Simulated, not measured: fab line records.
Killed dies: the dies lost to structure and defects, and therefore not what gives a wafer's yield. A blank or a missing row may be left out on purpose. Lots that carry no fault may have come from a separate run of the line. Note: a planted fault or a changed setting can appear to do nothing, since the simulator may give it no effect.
Problem report in the 8D (eight disciplines) form, filled by code :: flow sfq line :: the parts of the form that need people (team, actions taken, sign-off) are left out

## 1. THE ISSUE
run length s at SFQ_TRILAYER_I3_DEP_PECVD_081 reads a mean of 130.6 s on 2 wafers of 2 lots; wafers without a fault read 139.3 s with a standard deviation of 0.57. That is -15 standard deviations from the usual mean.
The step: deposits SiO2 from SiH4/N2O, time 111.11 s, target thk 500 nm.
First seen on wafer L529.4, day 39 18:05, on pecvd-04. Wafers with a number at this step in the record: 18, from 6 lots. Rule for "out" (also "out of limits"): further than 4 standard deviations from the usual mean. The rest of the wafers with a number are treated as sound.

## 2. WHAT IT IS, WHAT IT ISN'T
question: which readings at this step
is: run length s
is not: heater power w, throttle valve pct

question: which lots
is: L529, L531
is not: L526, L534, L538, L545

question: which wafers of those lots
is: L529.4, L531.2
is not: L529.5, L529.6, L531.4, L531.6

question: read on which tools
is: pecvd-04
is not: pecvd-02

question: when
is: from day 39 18:05
is not: up to then (5 sound wafers); but 11 sound wafers of L531, L534, L538, L545 came after

## 3. THE SUSPECTS, EACH WITH WHAT RULES IT OUT
Counting: any tool at a process step up to the reading remains a suspect provided it ran every lot that is out. Sound lots after the first of them don't rule it out here, since some wafers of a struck lot are sound.
- pecvd-04 at SFQ_TRILAYER_I3_DEP_PECVD_081 (deposits SiO2 from SiH4/N2O, time 111.11 s, target thk 500 nm): kept. It ran every lot that is out, first L529 (day 39 18:05). Its own readings are out on those wafers: run length s.
- Within pecvd-04 at SFQ_TRILAYER_I3_DEP_PECVD_081: the wafers that are out ran in chamber 1; their sound lot-mates ran in chambers 0, 2.
After counting, what remains is pecvd-04 at SFQ_TRILAYER_I3_DEP_PECVD_081.

## 4. THE CAUSE (what the simulator had put in)
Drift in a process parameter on pecvd-04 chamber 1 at SFQ_TRILAYER_I3_DEP_PECVD_081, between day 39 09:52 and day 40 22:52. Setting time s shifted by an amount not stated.
Only this tool survived the counting.

## 5. THE EFFECT CHAIN, in route order
Each row: a reading where the mean over the struck wafers with a number is more than 3 standard deviations away from the usual. Readings are gone through only where the record gives a usual standard deviation; hours: the median, over the lots, of the time from a lot's start at the first step in this table giving one to that lot's start at this step; sigmas: the change measured in usual standard deviations.
hours: 0
step: SFQ_TRILAYER_I3_DEP_PECVD_081
reading: run length s
usual: 139.3 s
on struck wafers: 130.6
change: -8.8
sigmas: -15

hours: 11
step: SFQ_TRILAYER_I3_CMP_CMP_082
reading: time to endpoint s
usual: 217 s
on struck wafers: 190
change: -27
sigmas: -3.6
Here are the process steps it includes:
- SFQ_TRILAYER_I3_DEP_PECVD_081: deposits SiO2 from SiH4/N2O, time 111.11 s, target thk 500 nm.
- SFQ_TRILAYER_I3_CMP_CMP_082: polishes SiO2.
Readings that are blank on the struck wafers while sound wafers have them: rf fwd power W at SFQ_TRILAYER_I3_DEP_PECVD_081.
Later measuring or inspecting steps at which every struck wafer that the step has a row for has a number for every such reading, and none has moved that far: SFQ_I3_BOW_MEAS_922.

## 6. HOW IT WOULD HAVE BEEN CAUGHT EARLIER
In this record no reading fell out of limits until day 39 18:05, 8 hours after the fault had begun at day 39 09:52.
